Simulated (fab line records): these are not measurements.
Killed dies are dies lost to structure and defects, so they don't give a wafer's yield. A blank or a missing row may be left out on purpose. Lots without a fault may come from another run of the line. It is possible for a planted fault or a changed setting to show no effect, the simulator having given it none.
fab line records	flow sky130
[record] lots = 12	wafers = 34	last-day = 49
route steps=708 shown METAL1@439 VIA1@461 PAD_OPEN@708
lots untouched by any fault: they come from a run of this same line in which no faults occurred
start-h: the number of hours between the record's first day and the start of the first shown wafer of the lot	wait-h: hours elapsed since this lot's preceding step	" same as the row above	L1.1+2: several wafers, shown together as one row	- value missing, or start not given	* or withheld: withheld	< > ~ a bound
route shown NAME@n: a module of which the file shows steps, and the number in the route of the first	usual: mean/standard deviation taken from wafers without a fault	same: alike in all rows	chamber/n: place in a boat	sites: per-site readings	_std_site: how widely they spread, as a standard deviation	_edge_site: inner sites' mean taken away from outer sites' mean	radius-mm: for every site, how far away it sits from the centre of the wafer	mask NAME#n: copy n	behind: the last tool/chamber to shape the wafer	hold: what put the lot on hold/how long, in hours/how the hold closed	device: whichever transistor did not switch (one of n, p or np)	end of line: the route-end tests of the same wafers	for a step that has no rows: nothing shown but its recipe	killed: the dies lost at the first sort to structure and to defects; this is not the yield of the wafer	map: the dies of a wafer, with x for killed, . for not killed, _ for no die there
set.NAME: the run value of the setting; set.NAME@STEP: its run value at that earlier step	model.NAME: the simulator's own value behind a step, which no gauge read
one table for each step of the route and one row for each wafer, over a sample of lots
services: when a tool's chamber went out of use (start-h, in hours from the record's first day, below 0 if earlier), for how many hours, and the reason
[[steps]]
[step SKY_METAL1_RS_MEAS_05]
[recipe] thk-meas-gauge = four-point-probe	reads = TiN_of_METAL1_SPUTTER_04+Ti_of_METAL1_SPUTTER_03+AlCu_of_METAL1_SPUTTER_02+TiN_of_METAL1_SPUTTER_01+Ti_of_METAL1_SPUTTER_00
[usual] METAL1_ALCU_RS = 0.1271/0.0012
lot.wafer	tool	chamber	start-h	wait-h	METAL1_ALCU_RS[ohm/sq]
L780.1	film-metro-01	-	738.97	0.0	0.1268
L780.4	"	-	"	"	0.1270
L780.5	"	-	"	"	0.1265
L781.3	film-metro-04	-	757.04	0.1	0.1254
L781.4	"	-	"	"	0.1259
L781.6	"	-	"	"	0.1250
L783.2	film-metro-04	-	767.25	0.0	0.1275
L783.3	"	-	"	"	0.1283
L783.4	"	-	"	"	0.1273
L784.1	film-metro-01	-	778.93	0.0	0.1256
L784.4	"	-	"	"	0.1257
L784.5	"	-	"	"	0.1274
L785.2	film-metro-03	-	788.73	0.0	0.1279
L785.3	"	-	"	"	0.1277
L785.4	"	-	"	"	0.1276
L786.1	film-metro-01	-	796.10	0.0	0.1252
L786.2	"	-	"	"	0.1256
L786.4	"	-	"	"	0.1246
L788.1	film-metro-03	-	806.01	0.0	0.1269
L788.2	"	-	"	"	0.1264
L788.3	"	-	"	"	0.1264
L789.1	film-metro-03	-	816.93	0.0	0.1268
L789.2	"	-	"	"	0.1269
L789.6	"	-	"	"	0.1269
L791.2	film-metro-01	-	835.24	0.0	0.1257
L791.4	"	-	"	"	0.1258
L791.5	"	-	"	"	0.1260
L793.1	film-metro-01	-	850.18	0.0	0.1288
L793.4	"	-	"	"	0.1295
L793.5	"	-	"	"	0.1278
L796.5	film-metro-01	-	868.84	0.1	0.1269
L796.6	"	-	"	"	0.1283
L797.5	film-metro-03	-	874.71	0.1	0.1277
L797.6	"	-	"	"	0.1270
[step SKY_VIA1_BOW_MEAS_03]
[recipe] mode = bow
[usual] VIA1_BOW = 81/7.3
lot.wafer	tool	chamber	start-h	wait-h	VIA1_BOW[um]
L780.1	film-metro-03	-	767.86	0.1	79
L780.4	"	-	"	"	73
L780.5	"	-	"	"	88
L781.3	film-metro-04	-	785.02	0.3	77
L781.4	"	-	"	"	84
L781.6	"	-	"	"	84
L783.2	film-metro-04	-	795.25	0.2	81
L783.3	"	-	"	"	83
L783.4	"	-	"	"	80
L784.1	film-metro-04	-	806.75	0.1	82
L784.4	"	-	"	"	91
L784.5	"	-	"	"	78
L785.2	film-metro-02	-	816.34	0.2	85
L785.3	"	-	"	"	82
L785.4	"	-	"	"	77
L786.1	film-metro-03	-	824.32	0.2	80
L786.2	"	-	"	"	78
L786.4	"	-	"	"	93
L788.1	film-metro-03	-	833.66	0.2	86
L788.2	"	-	"	"	76
L788.3	"	-	"	"	77
L789.1	film-metro-03	-	844.46	0.2	86
L789.2	"	-	"	"	80
L789.6	"	-	"	"	83
L791.2	film-metro-04	-	862.94	0.1	96
L791.4	"	-	"	"	85
L791.5	"	-	"	"	91
L793.1	film-metro-02	-	877.57	0.2	82
L793.4	"	-	"	"	76
L793.5	"	-	"	"	88
L796.5	film-metro-02	-	896.12	0.1	73
L796.6	"	-	"	"	63
L797.5	film-metro-03	-	901.63	0.1	84
L797.6	"	-	"	"	73
[step SKY_VIA1_STRIP_16]
[recipe] chemistry = O2/N2	power-w = 1400	pressure-mtorr = 1500	platen-temp-c = withheld	o2-flow-sccm = 3000	n2-flow-sccm = 300	overash-fraction = 0.5
[usual] drypump-motor-current-A = 5.6/0.52	oes-product-au = 0.416/0.0042	strip-time-to-endpoint-s = 4.469/0.019
lot.wafer	tool	chamber	start-h	wait-h	drypump-motor-current-A	oes-product-au	rf-hours-counter-h	strip-time-to-endpoint-s
L780.1	plasma-asher-03	1	794.50	0.0	5.3	0.416	66	4.452
L780.4	"	0	"	"	6.1	0.414	-	4.473
L780.5	"	0	"	"	6.1	0.412	-	4.429
L781.3	plasma-asher-02	0	811.49	0.1	6.0	0.410	-	4.467
L781.4	"	1	"	"	4.8	0.413	-	4.429
L781.6	"	1	"	"	4.7	0.417	-	4.452
L783.2	plasma-asher-02	0	821.95	0.0	6.0	0.421	101	4.496
L783.3	"	0	"	"	6.0	0.421	-	4.505
L783.4	"	1	"	"	4.8	0.417	-	4.508
L784.1	plasma-asher-01	0	833.10	0.0	5.2	0.415	41	4.451
L784.4	"	0	"	"	5.2	0.412	-	4.477
L784.5	"	1	"	"	6.1	0.419	-	4.490
L785.2	plasma-asher-02	1	843.28	0.0	4.8	0.418	104	4.449
L785.3	"	0	"	"	6.0	0.412	-	4.472
L785.4	"	1	"	"	4.8	0.419	-	4.476
L786.1	plasma-asher-03	0	851.23	0.0	6.1	0.420	70	4.456
L786.2	"	1	"	"	5.3	0.415	70	4.476
L786.4	"	1	"	"	5.3	0.409	-	4.485
L788.1	plasma-asher-02	1	860.40	0.0	4.8	0.412	106	4.458
L788.2	"	0	"	"	6.0	0.413	106	4.476
L788.3	"	1	"	"	4.7	0.411	-	4.447
L789.1	plasma-asher-01	0	871.33	0.0	5.2	0.415	43	4.464
L789.2	"	1	"	"	6.0	0.415	43	4.450
L789.6	"	0	"	"	5.2	0.409	-	4.465
L791.2	plasma-asher-03	1	889.15	0.0	5.3	0.416	74	4.453
L791.4	"	0	"	"	6.1	0.415	-	4.458
L791.5	"	1	"	"	5.3	0.412	-	4.480
L793.1	plasma-asher-02	1	902.63	0.0	4.8	0.407	111	4.464
L793.4	"	1	"	"	4.8	0.411	-	4.473
L793.5	"	1	"	"	4.8	0.428	-	4.458
L796.5	plasma-asher-01	0	921.56	0.1	5.2	0.414	-	4.455
L796.6	"	1	"	"	6.0	0.415	-	4.472
L797.5	plasma-asher-01	1	926.80	0.1	6.1	0.411	-	4.470
L797.6	"	0	"	"	5.2	0.419	-	4.489
[step SKY_VIA1_CVD_21]
[recipe] material = W	target-thk-nm = 270	time-s = 80.902	temp-c = 400	pressure-torr = 40
[usual] heater-power-w = 824/38
lot.wafer	tool	chamber	start-h	wait-h	heater-power-w
L780.1	cvd-w-01	0	795.15	0.0	836
L780.4	"	1	"	"	776
L780.5	"	0	"	"	859
L781.3	cvd-w-01	1	812.14	0.1	782
L781.4	"	0	"	"	830
L781.6	"	0	"	"	814
L783.2	cvd-w-02	0	822.68	0.0	876
L783.3	"	1	"	"	869
L783.4	"	0	"	"	854
L784.1	cvd-w-02	1	833.77	0.0	862
L784.4	"	0	"	"	853
L784.5	"	0	"	"	838
L785.2	cvd-w-02	0	843.95	0.0	844
L785.3	"	0	"	"	849
L785.4	"	1	"	"	896
L786.1	cvd-w-01	1	851.89	0.0	760
L786.2	"	0	"	"	845
L786.4	"	0	"	"	857
L788.1	cvd-w-01	1	861.06	0.0	791
L788.2	"	0	"	"	815
L788.3	"	0	"	"	824
L789.1	cvd-w-01	1	872.39	0.0	786
L789.2	"	0	"	"	848
L789.6	"	0	"	"	838
L791.2	cvd-w-01	0	889.81	0.0	846
L791.4	"	1	"	"	765
L791.5	"	0	"	"	873
L793.1	cvd-w-02	1	903.37	0.0	865
L793.4	"	1	"	"	879
L793.5	"	0	"	"	847
L796.5	cvd-w-01	0	922.24	0.1	849
L796.6	"	1	"	"	788
L797.5	cvd-w-01	0	927.46	0.1	845
L797.6	"	1	"	"	782
[step SKY_VIA1_RS_MEAS_22]
[recipe] thk-meas-gauge = four-point-probe	reads = W_of_VIA1_CVD_21+TiN_of_VIA1_SPUTTER_20
[usual] VIA1_W_RS = 0.432/0.0047
lot.wafer	tool	chamber	start-h	wait-h	VIA1_W_RS[ohm/sq]
L780.1	film-metro-02	-	795.25	0.1	0.422
L780.4	"	-	"	"	0.433
L780.5	"	-	"	"	0.434
L781.3	film-metro-04	-	812.24	0.1	0.430
L781.4	"	-	"	"	0.426
L781.6	"	-	"	"	0.425
L783.2	film-metro-02	-	822.79	0.1	0.436
L783.3	"	-	"	"	0.440
L783.4	"	-	"	"	0.437
L784.1	film-metro-04	-	833.86	0.1	0.436
L784.4	"	-	"	"	0.431
L784.5	"	-	"	"	0.433
L785.2	film-metro-03	-	844.06	0.1	0.424
L785.3	"	-	"	"	0.428
L785.4	"	-	"	"	0.428
L786.1	film-metro-03	-	851.98	0.1	0.438
L786.2	"	-	"	"	0.435
L786.4	"	-	"	"	0.437
L788.1	film-metro-02	-	861.15	0.1	0.443
L788.2	"	-	"	"	0.430
L788.3	"	-	"	"	0.429
L789.1	film-metro-03	-	872.48	0.1	0.443
L789.2	"	-	"	"	0.432
L789.6	"	-	"	"	0.430
L791.2	film-metro-03	-	889.92	0.1	0.436
L791.4	"	-	"	"	0.435
L791.5	"	-	"	"	0.433
L793.1	film-metro-02	-	903.46	0.1	0.436
L793.4	"	-	"	"	0.433
L793.5	"	-	"	"	0.432
L796.5	film-metro-02	-	922.35	0.1	0.452
L796.6	"	-	"	"	0.438
L797.5	film-metro-04	-	927.57	0.1	0.450
L797.6	"	-	"	"	0.428
[step SKY_VIA1_THK_MEAS_23]
[recipe] thk-meas-gauge = xrf	reads = W_of_VIA1_CVD_21
[usual] VIA1_W_THK = 269/3.3
lot.wafer	tool	chamber	start-h	wait-h	VIA1_W_THK[nm]
L780.1	film-metro-02	-	795.37	0.1	277
L780.4	"	-	"	"	269
L780.5	"	-	"	"	269
L781.3	film-metro-04	-	812.34	0.1	271
L781.4	"	-	"	"	273
L781.6	"	-	"	"	273
L783.2	film-metro-02	-	822.90	0.1	270
L783.3	"	-	"	"	268
L783.4	"	-	"	"	270
L784.1	film-metro-04	-	833.98	0.1	265
L784.4	"	-	"	"	268
L784.5	"	-	"	"	268
L785.2	film-metro-03	-	844.17	0.1	272
L785.3	"	-	"	"	270
L785.4	"	-	"	"	268
L786.1	film-metro-03	-	852.10	0.1	265
L786.2	"	-	"	"	266
L786.4	"	-	"	"	265
L788.1	film-metro-02	-	861.27	0.1	262
L788.2	"	-	"	"	270
L788.3	"	-	"	"	270
L789.1	film-metro-03	-	872.60	0.1	262
L789.2	"	-	"	"	269
L789.6	"	-	"	"	269
L791.2	film-metro-03	-	890.03	0.1	264
L791.4	"	-	"	"	265
L791.5	"	-	"	"	266
L793.1	film-metro-02	-	903.58	0.1	272
L793.4	"	-	"	"	275
L793.5	"	-	"	"	274
L796.5	film-metro-02	-	922.43	0.1	260
L796.6	"	-	"	"	268
L797.5	film-metro-04	-	927.65	0.1	256
L797.6	"	-	"	"	272
[step SKY_PAD_OPEN_PROBE_99]
[usual] defect-limited-yield = 82.7/2	killed_at_M0_to_M3 = 42/7.7	killed_at_M4_up = 3.1/1.9	killed-at-contacts = 24/4.9	killed-at-front-end = 15/4.6	killed-at-other = 0.3/0.51	killed-dies = 85/9.9	killed-open = 47/7.1	killed-short = 38/6.7	sort_bin_3_pad_short = 0.9/0.46	sort_bin_5_function = 10.1/1.5	sort_bin_6_memory = 6.3/1.1	sort-n-pass = 407/9.9	sort-yield-pct = 82.7/2
[same] gross-dies = 492	killed-at-back-side = 0	sort_bin_4_leakage[%] = 0	sort_bin_8_speed[%] = 0
lot.wafer	tool	chamber	start-h	wait-h	defect-limited-yield[%]	killed_at_M0_to_M3	killed_at_M4_up	killed-at-contacts	killed-at-front-end	killed-at-other	killed-dies	killed-open	killed-short	sort_bin_3_pad_short[%]	sort_bin_5_function[%]	sort_bin_6_memory[%]	sort-n-pass	sort-yield-pct[%]
L783.2	prober-01	-	1098.47	0.1	83.3	37	0	29	16	0	82	48	33	2.0	7.9	6.7	410	83.3
L783.3	prober-01	-	1098.52	0.2	84.6	41	2	26	7	0	76	36	39	0.8	9.8	4.9	416	84.6
L783.4	prober-01	-	1098.57	0.2	84.6	42	3	18	13	0	76	43	33	0.6	7.5	7.3	416	84.6
// killed by level:class
L783.2 CONTACT:geometric-particle:open=14 CONTACT:geometric-particle:short=8 VIA1:geometric-particle:open=8 VIA2:geometric-particle:open=7 FIELD_ISO:geometric-particle:open=5 VIA2:geometric-particle:short=5 VIA3:geometric-particle:open=4 METAL2:geometric-particle:short=4
L783.3 CONTACT:geometric-particle:open=9 VIA3:geometric-particle:open=8 CONTACT:geometric-particle:short=7 VIA3:geometric-particle:short=6 LI_CONTACT:geometric-particle:open=5 VIA1:geometric-particle:open=5 METAL3:geometric-particle:short=5 METAL1:geometric-particle:short=4
L783.4 VIA1:geometric-particle:open=12 CONTACT:geometric-particle:open=9 VIA3:geometric-particle:open=7 VIA2:geometric-particle:open=6 METAL2:geometric-particle:short=6 FIELD_ISO:geometric-particle:short=5 CONTACT:geometric-particle:short=4 VIA3:geometric-particle:short=4
[[services]]
tool	chamber	start-h	hours	kind
plasma-asher-01	-	782.57	7.4	repair
plasma-asher-03	-	819.67	14.9	repair
plasma-asher-01	-	846.64	14.6	pm
cvd-w-02	-	850.45	0.5	repair
cvd-w-02	-	904.00	14.0	pm
cvd-w-02	0	904.00	14.0	vent-cycle
cvd-w-02	1	904.00	14.0	vent-cycle
plasma-asher-01	-	910.44	2.8	pm
cvd-w-02	0	918.00	-	clean
cvd-w-02	1	918.00	-	clean
[[key]]
[first-sign] step = SKY_VIA1_RS_MEAS_22	reading = VIA1_W_RS	direction = up	sigmas = 4	usual = 0.432	struck = 0.451
[effect] step = SKY_VIA1_THK_MEAS_23	reading = VIA1_W_THK	direction = down	sigmas = 3.3	usual = 269	struck = 258
met-at SKY_VIA1_CVD_21
struck-lots L796,L797
struck-wafers L796.5,L797.5
not-acting-at SKY_METAL1_RS_MEAS_05,SKY_VIA1_BOW_MEAS_03,SKY_VIA1_STRIP_16
onset-between 889.81 922.24
[fault] kind = process-parameter-drift	tool = cvd-w-01	chamber = -	onset-h = 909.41	steps = SKY_VIA1_CVD_21	channel = target-thk-nm	offset = -14.088	shape = step	end-h = 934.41	scope = struck-wafers-only	acts-in = these-recipes-only	stated = 270
